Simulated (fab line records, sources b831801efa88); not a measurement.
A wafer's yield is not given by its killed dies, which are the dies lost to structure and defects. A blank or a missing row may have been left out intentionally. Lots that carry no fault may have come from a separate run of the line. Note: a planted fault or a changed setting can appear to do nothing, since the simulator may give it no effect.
Struck lot and sound lot, side by side | flow sky130 | 16 out of 708 route steps
Sound: wafers L993.1, L993.2, L993.6. Struck: wafer L103.4; the same lot's L103.6 was not struck, so it is left out; see the end for the cause.
For every step that has rows: the tool of each side, followed by ch and its chambers, followed by its first start. Under that, the readings that differ: sound wafers | struck wafers | difference of the means | sigmas: that difference in standard deviations of wafers without a fault.
alike: readings with means less than 2 such deviations apart, plus words and numbers identical on both sides. not compared: withheld readings, readings lacking a value on some wafer, bounds such as >300 that could conceal the same value, and numbers that have no deviation in the record and whose values overlap.
Wherever a step has rows on one side only, a row that says differs or no value, or a row with sigmas, the two part there. Numbers that don't overlap but have no deviation are shown without sigmas and don't part them. A reading that every wafer of one side lacks parts them only if that side has two wafers or more.

first, 1 step without rows for these wafers: SKY_POLY_CUT_DEVELOP_07 (develop time 60 s).
SKY_POLY_CUT_CD_MEAS_08 targets a cd of 270 nm.
  sound on cdSem-01, day 26 14:34; struck on cdSem-01, day 29 11:36
  alike: cdNm
SKY_POLY_CUT_OVL_MEAS_09:
  sound on overlay-02, day 26 14:41; struck on overlay-02, day 29 11:41
  alike: POLY_CUT_OVL
SKY_POLY_CUT_ETCH_10: etches BARC in N2/H2, stops on SiO2, time 45.9 s, target depth 60 nm.
  sound on rieDiel-03 ch 1,3, day 26 14:43; struck on rieDiel-04 ch 2, day 29 11:42
  alike: drypumpMotorCurrentA, oesProductAu, throttleValvePct
  not compared: rfHoursCounterH
SKY_POLY_CUT_ETCH_11: etches Si3N4 in CF4/CH2F2/Ar, stops on poly-Si, time 42.5 s, target depth 60 nm.
  sound on rieDiel-03 ch 1,3, day 26 14:45; struck on rieDiel-04 ch 2, day 29 11:44
reading             | sound             | struck | difference | sigmas
oesProductAu (a.u.) | 0.831 0.824 0.829 | 0.841  | +0.013     | +2
  alike: drypumpMotorCurrentA, mfcArSccm, throttleValvePct
  not compared: rfHoursCounterH
SKY_POLY_CUT_STRIP_12: strips in O2/N2.
  sound on plasmaAsher-03 ch 0,1, day 26 14:47; struck on plasmaAsher-02 ch 0, day 29 11:49
  alike: drypumpMotorCurrentA, oesProductAu, stripTimeToEndpointS
  not compared: rfHoursCounterH
then, 6 steps without rows for these wafers: SKY_SD_P_DEHYDRATE_00 (time 60 s); SKY_SD_P_HMDS_01 (prime time 60 s); SKY_SD_P_COAT_02 (resist thk 1140 nm); SKY_SD_P_SOFTBAKE_03 (time 60 s); SKY_SD_P_EXPOSE_04 (exposes mask PSDM, target cd 380 nm); SKY_SD_P_PEB_05.
SKY_SD_P_DEVELOP_06: develop time 60 s.
  sound on lithoTrack-02 ch 0, day 27 19:13; struck on lithoTrack-02 ch 0, day 30 15:53
SKY_SD_P_CD_MEAS_07 targets a cd of 380 nm.
  sound on cdSem-01, day 27 19:22; struck on cdSem-01, day 30 16:01
reading   | sound             | struck | difference | sigmas
cdNm (nm) | 376.2 380.7 379.8 | 372.9  | -6.0       | -3
  not compared: hold
SKY_SD_P_OVL_MEAS_08:
  sound on overlay-02, day 27 19:29; struck on overlay-01, day 30 16:05
  alike: SD_P_OVL
  not compared: hold
SKY_PAD_OPEN_PROBE_99:
  sound wafers here have rows in the record (prober-01, day 47 11:22); struck ones have none

== WHERE THEY PART ==
Last at SKY_PAD_OPEN_PROBE_99 as far as this record goes, first at SKY_POLY_CUT_ETCH_11.

WHY: whatever the simulator had introduced
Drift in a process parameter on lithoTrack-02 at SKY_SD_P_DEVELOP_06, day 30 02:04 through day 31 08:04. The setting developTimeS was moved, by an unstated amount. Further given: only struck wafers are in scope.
